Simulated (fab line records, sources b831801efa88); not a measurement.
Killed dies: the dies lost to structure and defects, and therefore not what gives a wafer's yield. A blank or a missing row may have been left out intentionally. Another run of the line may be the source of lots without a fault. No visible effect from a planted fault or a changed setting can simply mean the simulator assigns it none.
A lot that was struck, set against a sound lot -- flow sfq line -- 21 steps out of a route of 325
Sound: the wafers L599.1, L599.5, L599.6. Struck: wafer L612.5 (left out: L612.1, L612.6 of the same lot, which were not struck); the cause appears at the end.
For every step that has rows: the tool of each side, followed by ch and its chambers, followed by its first start. Under that, the readings that differ: sound wafers -- struck wafers -- difference of the means -- sigmas: that difference in standard deviations of wafers without a fault.
alike: same words and numbers on both sides, and readings whose means sit less than 2 such deviations apart. not compared: any withheld reading, any reading some wafer has no value for, any bound like >300 that may hide the same value, and any number with overlapping values for which the record gives no deviation.
The two part at a step that has a row with sigmas, a row that says differs or no value, or rows on one side only. Numbers that don't overlap but have no deviation are shown without sigmas and don't part them. Lack of a reading on every wafer of one side parts them only where that side has two or more wafers.

first, 3 steps without rows for these wafers: SFQ_TRILAYER_M2_LITHO_EXPOSE_058 (exposes mask M2, target cd 500 nm); SFQ_TRILAYER_M2_LITHO_PEB_060 (peb time 60 s); SFQ_TRILAYER_M2_LITHO_DEVELOP_059 (time 60 s).
SFQ_M2_OVL_MEAS_916:
  sound on overlay-01, day 23 18:53; struck on overlay-01, day 32 15:31
  alike: M2_OVL
SFQ_TRILAYER_M2_BARC_OPEN_METAL_ETCH_077: etches BARC in O2, target depth 125 nm, time 41.7 s.
  sound on rie metal-03 ch 0, day 23 18:55; struck on rie metal-04 ch 0, day 32 15:34
  alike: drypump motor current A, oes product au, rf fwd power W
  not compared: rf hours counter h
SFQ_TRILAYER_M2_ETCH_METAL_ETCH_060: etches Nb in Cl2/Ar, stops on SiO2, target depth 240 nm, time 120 s.
  sound on rie metal-03 ch 0, day 23 19:02; struck on rie metal-04 ch 0, day 32 15:37
reading,sound,struck,difference,sigmas
oes product au (a.u.),0.895 0.880 0.892,0.911,+0.022,+3
  alike: drypump motor current A, rf fwd power W
  not compared: rf hours counter h
then, 2 steps without rows for these wafers: SFQ_TRILAYER_M2_STRIP_STRIP_061 (strips in O2); SFQ_TRILAYER_M2_STRIP_SOLV_CLEAN_062 (cleans in NMP, time 600 s).
SFQ_TRILAYER_I2_DEP_PECVD_063: deposits SiO2 from SiH4/N2O, time 111.11 s, target thk 500 nm.
  sound on pecvd-01 ch 1,2, day 23 20:40; struck on pecvd-02 ch 0, day 32 16:32
reading,sound,struck,difference,sigmas
throttle valve pct (%),25.8 25.7 24.6,21.6,-3.8,-2
  alike: heater power outer w, heater power w, rf fwd power W
SFQ_TRILAYER_I2_CMP_CMP_064: polishes SiO2.
  sound on cmp-01 ch 0,1,3, day 24 02:22; struck on cmp-01 ch 2, day 34 07:00
  alike: motor current A, retaining ring pressure frac, time to endpoint s
SFQ_I2_BOW_MEAS_917:
  sound on film metro-01, day 24 04:22; struck on film metro-03, day 34 08:30
  alike: I2_BOW
SFQ_TRILAYER_I2_METRO_MEASURE_065:
  sound on film metro-01, day 24 04:29; struck on film metro-03, day 34 08:37
  alike: thk nm
SFQ_TRILAYER_I2_VIA_LITHO_COAT_072: resist thk 62 nm.
  sound on litho track-02 ch 0, day 24 05:41; struck on litho track-04 ch 0, day 34 09:49
reading,sound,struck,difference,sigmas
model.BARC_of_TRILAYER_I2_VIA_LITHO_COAT_072.thk nm (nm),62.15 62.01 61.95,70.47,+8.43,
  alike: dispense pressure kPa
then, 5 steps without rows for these wafers: SFQ_TRILAYER_I2_VIA_LITHO_COAT_067 (resist thk 650 nm); SFQ_TRILAYER_I2_VIA_LITHO_SOFTBAKE_071; SFQ_TRILAYER_I2_VIA_LITHO_EXPOSE_068 (exposes mask I2, target cd 500 nm); SFQ_TRILAYER_I2_VIA_LITHO_PEB_070 (peb time 60 s); SFQ_TRILAYER_I2_VIA_LITHO_DEVELOP_069 (time 60 s).
-- the record jumps here: 6 days lie between the struck wafers' starts before and after --
SFQ_I2_OVL_MEAS_918:
  sound on overlay-02, day 30 09:16; struck on overlay-01, day 39 23:40
  alike: I2_OVL
SFQ_TRILAYER_I2_VIA_BARC_OPEN_VIA_ETCH_096: etches BARC in O2, target depth 125 nm, time 41.7 s.
  sound on rie diel-03 ch 0,1,3, day 30 09:18; struck on rie diel-02 ch 0, day 39 23:43
reading,sound,struck,difference,sigmas
oes product au (a.u.),0.681 0.694 0.683,0.725,+0.039,+8
model.etch.depth nm (nm),62.15 62.01 61.95,70.47,+8.43,
  alike: drypump motor current A, rf fwd power W
  not compared: rf hours counter h
then, 1 step without rows for these wafers: SFQ_TRILAYER_I2_VIA_ETCH_VIA_ETCH_070 (etches SiO2 in CHF3, stops on Nb, target depth 260 nm).

## WHERE THEY PART
Last at SFQ_TRILAYER_I2_VIA_BARC_OPEN_VIA_ETCH_096 as far as this record goes, first at SFQ_TRILAYER_M2_ETCH_METAL_ETCH_060.

WHY: the cause the simulator had injected
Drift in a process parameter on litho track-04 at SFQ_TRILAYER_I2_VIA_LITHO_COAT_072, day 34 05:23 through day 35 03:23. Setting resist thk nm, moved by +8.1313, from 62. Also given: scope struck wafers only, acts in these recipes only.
